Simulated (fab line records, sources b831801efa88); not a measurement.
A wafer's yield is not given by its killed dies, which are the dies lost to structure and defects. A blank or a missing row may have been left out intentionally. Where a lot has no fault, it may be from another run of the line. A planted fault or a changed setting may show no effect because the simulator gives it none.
Split-lot trial	flow sky130	5 lots, 23 wafers read, on a route of 708 steps

THE SPLIT ITSELF
At SKY_CAPM_COAT_07 (resist thk 1140 nm), the setting resist-thk-nm was moved away from the recipe's 1140 nm on 7 of the 23 wafers read, by +2.5% to +5.5%. For the rest of the wafers, this setting stayed at what the recipe calls for.

FROM THE SPLIT TO THE READING: what the file shows between them, 3 steps
- SKY_CAPM_SOFTBAKE_08: time 60 s
- SKY_CAPM_EXPOSE_09: exposes mask CAPM, target cd 1000 nm
- SKY_CAPM_DEVELOP_11: develop time 60 s

THE READING
CAPM.cd-nm (the simulator's own value, which no gauge read), in nm, at SKY_CAPM_METAL_ETCH_13 (etches TiN in Cl2/BCl3, stops on SiO2, target depth 220 nm, time 62.9 s). The file gives no usual value for it. Average 999.3 nm, standard deviation 1.6 nm, over the 16 wafers here run with the recipe.

wafer	tool, chamber at the split	resist-thk-nm as run, nm	against the recipe	CAPM.cd-nm, nm	against lot-mates on the recipe
L074.1	litho-track-02, 0	1169	+2.5%	1000	+2.7
L074.5	litho-track-02, 0	1169	+2.5%	1000	+2.7
L074.2	litho-track-02, 0	1140	recipe	997.3	-
L074.3	litho-track-02, 0	1140	recipe	999.4	-
L074.4	litho-track-02, 0	1140	recipe	995.1	-
L075.1	litho-track-01, 0	1140	recipe	1000	-
L075.4	litho-track-01, 0	1140	recipe	1000	-
L075.5	litho-track-01, 0	1140	recipe	998.3	-
L077.1	litho-track-01, 0	1203	+5.5%	1006	+5.8
L077.5	litho-track-01, 0	1203	+5.5%	1006	+5.8
L077.2	litho-track-01, 0	1140	recipe	999.7	-
L077.4	litho-track-01, 0	1140	recipe	1000	-
L077.6	litho-track-01, 0	1140	recipe	1001	-
L080.2	litho-track-01, 0	1140	recipe	998.8	-
L080.4	litho-track-01, 0	1140	recipe	998.8	-
L080.3	litho-track-01, 0	1140	recipe	999.5	-
L080.5	litho-track-01, 0	1140	recipe	1001	-
L080.6	litho-track-01, 0	1140	recipe	997.2	-
L084.1	litho-track-04, 0	1180	+3.5%	1006	+5.0
L084.2	litho-track-04, 0	1180	+3.5%	1005	+4.0
L084.3	litho-track-04, 0	1140	recipe	1002	-
L084.5	litho-track-04, 0	1140	recipe	1000	-
L084.6	litho-track-04, 0	1180	+3.5%	1004	+3.0

FIT RESULTS
A straight line over all 23 wafers: CAPM.cd-nm changes by +1.27 nm for each +1% of resist-thk-nm; r = +0.82; the points scatter about the line by 1.7 nm.
The same after taking each lot's own level away (the mean of its wafers on the recipe; 23 wafers): +1.08 nm for each +1%; r = +0.89; scatter 1.1 nm.
Per that fit: largest resist-thk-nm move, reading shift of 5.9 nm.
The lots' own levels span 997.27 to 1001.00 nm, that is 2.3 times the standard deviation above.
Thus the slope moves with the lot-to-lot level: the two fits are different.
Check: for one of the wafers moved furthest among these (+5.5%), held out of the fit, the line's prediction against its lot-mates is +6.04 nm. It came out at +5.77 nm against them.

FURTHER SPLITS ON THESE WAFERS
Before the reading, these wafers also passed through other splits. Each is held against what the fit with the lots' levels taken away leaves over:
other split on the same wafers	wafers away from the commonest value	r with CAPM.cd-nm (lot level and that fit taken away)
SKY_VIA2_COAT_07 spin-rpm	5	-0.25
SKY_VIA2_ETCH_15 time-s	7	-0.12
SKY_VIA2_CVD_21 temp-c	12	+0.00

THE WHOLE CHAIN: every reading that the file lists as answering this split, in the file's order
step	what it does	reading	change (the file's fit)	r (the file's)
SKY_CAPM_COAT_07	resist thk 1140 nm	NOVOLAK_of_CAPM_COAT_07.thk-nm (the simulator's own value, which no gauge read)	+11.3 nm for each +1% of the setting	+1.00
SKY_CAPM_METAL_ETCH_13	etches TiN in Cl2/BCl3, stops on SiO2, target depth 220 nm, time 62.9 s	CAPM.cd-nm (the simulator's own value, which no gauge read)	+1.07 nm for each +1% of the setting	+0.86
SKY_CAPM_STRIP_14	strips in O2/N2	strip-time-to-endpoint-s	withheld for each +1% of the setting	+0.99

FILE'S OWN FIT
CAPM.cd-nm changes by +1.07 nm for each +1% of resist-thk-nm, r = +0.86.
